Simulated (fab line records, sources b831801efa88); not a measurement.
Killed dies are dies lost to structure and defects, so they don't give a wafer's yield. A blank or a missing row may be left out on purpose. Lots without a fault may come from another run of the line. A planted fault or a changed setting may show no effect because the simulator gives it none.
Which tool did it? | flow sky130 | 12 lots, 36 wafers sampled, at 2 steps of a route of 708

WHAT THE GAUGES READ, wafer by wafer
SKY_FIELD_ISO_CD_MEAS_13: target cd 150 nm. Usual: cd_nm 149.7 nm, standard deviation 1.5.
lot  | measured    | on        | cd_nm (nm)        | flag
L472 | day 3 16:56 | cd_sem-01 | 148.6 150.3 148.0 |
L473 | day 4 01:03 | cd_sem-01 | 147.9 149.5 148.4 |
L477 | day 4 18:26 | cd_sem-02 | 145.6 146.9 147.8 |
L478 | day 5 01:05 | cd_sem-02 | 151.9 151.5 152.1 |
L479 | day 5 05:08 | cd_sem-01 | 150.8 152.5 151.3 |
L480 | day 5 10:44 | cd_sem-02 | 148.3 149.5 149.8 |
L481 | day 5 16:50 | cd_sem-01 | 150.6 150.5 148.5 |
L482 | day 5 21:41 | cd_sem-01 | 147.7 148.6 149.9 |
L483 | day 6 02:26 | cd_sem-01 | 147.2 147.4 148.1 |
L486 | day 6 19:12 | cd_sem-02 | 149.7 148.3 149.3 |
L487 | day 7 00:13 | cd_sem-01 | 151.7 151.1 152.0 |
L488 | day 7 04:05 | cd_sem-01 | 147.1 149.7 148.9 |

SKY_FIELD_ISO_THK_MEAS_25. Usual: FIELD_ISO_CVD_24_THK 597 nm, standard deviation 5.4.
lot  | measured    | on            | FIELD_ISO_CVD_24_THK (nm) | flag
L472 | day 3 19:05 | film_metro-02 | 601 608 601               |
L473 | day 4 03:00 | film_metro-02 | 600 593 599               |
L477 | day 4 22:38 | film_metro-03 | 597 594 598               |
L478 | day 5 04:08 | film_metro-02 | 608 600 593               |
L479 | day 5 07:37 | film_metro-02 | 594 595 602               |
L480 | day 5 16:03 | film_metro-03 | 598 588 593               |
L481 | day 5 18:49 | film_metro-01 | 600 599 602               |
L482 | day 5 23:39 | film_metro-03 | 593 590 593               |
L483 | day 6 05:37 | film_metro-01 | 600 599 596               |
L486 | day 6 21:10 | film_metro-02 | 595 599 602               |
L487 | day 7 03:40 | film_metro-02 | 590 595 597               |
L488 | day 7 06:44 | film_metro-02 | 595 596 589               |

WHICH TOOL RAN EACH LOT (tool, then ch and the chambers of the sampled wafers, then the start)
The record holds no process step before these readings.

WHAT THE TOOLS THEMSELVES READ (means of the sampled wafers that have a number; where no wafer has one, the mark that the record gives instead)
The record holds no such reading with a usual standard deviation.

THE ANSWER, worked out from the rows above alone
Rule: a lot is off if the mean of its wafers that have a number lies more than 3 standard deviations from the usual mean. A lot without any number at a reading at which 4 lots or more have one is off too. The other lots that the step has rows for count as sound. The gauges are gone through in route order, then the tools' own readings, and for those a lot's mean is taken as printed above. The first step at which some lot is off is used, and at that step the reading that is off furthest; a lot without a number counts as furthest.
No lot is off at any reading shown: from this, nothing can be told.

WHAT THE SIMULATOR HAD PUT IN
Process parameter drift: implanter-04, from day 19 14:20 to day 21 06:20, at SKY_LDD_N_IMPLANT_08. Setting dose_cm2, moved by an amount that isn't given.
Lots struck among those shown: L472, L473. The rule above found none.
